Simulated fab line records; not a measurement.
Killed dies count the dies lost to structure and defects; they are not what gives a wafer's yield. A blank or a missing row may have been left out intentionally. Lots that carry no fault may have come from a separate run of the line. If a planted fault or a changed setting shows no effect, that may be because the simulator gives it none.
The same fault as seen by 2 desks	flow gf180mcu	only its own numbers are on each desk; what lay behind them is given at the end

## FROM THE METROLOGY DESK
What the gauges read for every lot (on any tool): the sampled wafers with a number, averaged. If a lot's mean is further than 4 standard deviations from the usual mean, the lot is out of limits and carries the mark OUT (the distance appears in the brackets).
Columns: A = HV_LDD_2_TW at GF_HV_LDD_TW_MEAS_23, usual 1052; B = HV_LDD_3_TW at GF_HV_LDD_TW_MEAS_38, usual 1440; C = cd_nm at GF_NSD_CD_MEAS_07, usual 399.9 nm
lot	first seen here	A	B	C
L566	day 10 18:51	1047	1449	400.2
L567	day 11 03:32	1043	1423	400.6
L571	day 12 08:01	1055	1448	401.3
L572	day 12 21:19	1052	1449	395.8
L573	day 13 10:04	1048	1426	401.8
L574	day 13 12:35	1098 (+6.1) OUT	1431	401.3
L577	day 14 05:53	1081	1454	399.9
L581	day 15 15:47	1046	1441	400.5
L582	day 15 19:41	1064	1443	399.5
L585	day 16 22:23	1057	1441	400.5
L587	day 17 13:45	1055	1436	399.4
L588	day 17 21:57	1060	1439	401.2
Per this desk, out of limits: L574; the first was L574, day 13 12:35 (HV_LDD_2_TW at GF_HV_LDD_TW_MEAS_23). Within limits: L566, L567, L571, L572, L573, L577, L581, L582, L585, L587, L588.

## THE TOOL OWNER'S DESK: implanter-04
The tool's own readings at GF_HV_LDD_IMPLANT_21, given as means over the sampled wafers that have a number, one for each lot that went through this tool. If a lot's mean is further than 4 standard deviations from the usual mean, the lot is out of limits and carries the mark OUT (the distance appears in the brackets).
Columns: A = beam_energy_keV at GF_HV_LDD_IMPLANT_21, usual 24.999; B = beam_on_s at GF_HV_LDD_IMPLANT_21, usual 10.02 s; C = dose_ions_cm2 at GF_HV_LDD_IMPLANT_21, usual 5e+13; D = end_station_pressure_torr at GF_HV_LDD_IMPLANT_21, usual 5.23e-06 Torr; E = faraday_current_uA at GF_HV_LDD_IMPLANT_21, usual 281
lot	first seen here	A	B	C	D	E
L566	day 10 18:36	24.998	10.06	5e+13	5.42e-06	279
L567	day 11 03:17	24.995	10.04	5e+13	5.30e-06	281
L571	day 12 07:46	25.006	9.88	5e+13	5.44e-06	285
L572	day 12 21:04	25.012	9.90	5e+13	5.23e-06	284
L574	day 13 12:22	24.991	11.33 (+6.5) OUT	5e+13	5.17e-05 (+99 or more) OUT	251 (-5.2) OUT
L577	day 14 05:39	24.987	11.19 (+5.8) OUT	5e+13	5.04e-05 (+99 or more) OUT	254 (-4.6) OUT
L585	day 16 22:08	24.988	10.13	5e+13	5.56e-06	278
L587	day 17 13:30	24.994	9.89	5e+13	5.31e-06	286
This desk's finding: out of limits on L574, L577; first on L574, day 13 12:22 (beam_on_s at GF_HV_LDD_IMPLANT_21). Within limits: L566, L567, L571, L572, L585, L587.

## BROUGHT TOGETHER
The tool owner's desk had the chance to raise an alarm at day 13 12:22 on L574, L577.
The metrology desk could have raised an alarm at day 13 12:35, on L574.
The metrology desk has L577 on record, within its limits.
The lots listed all ran GF_HV_LDD_IMPLANT_21 on implanter-04.

## WHAT HAD BEEN PUT IN BY THE SIMULATOR
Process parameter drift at GF_HV_LDD_IMPLANT_21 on implanter-04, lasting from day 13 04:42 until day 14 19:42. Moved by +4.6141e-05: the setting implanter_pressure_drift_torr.
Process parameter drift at GF_HV_LDD_IMPLANT_21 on implanter-04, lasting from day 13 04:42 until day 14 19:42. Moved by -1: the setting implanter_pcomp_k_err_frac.
Struck lots among those shown: L574, L577.
Time in hours from fault onset to the first out-of-limits reading at each desk: tool owner's desk 8, metrology desk 8.
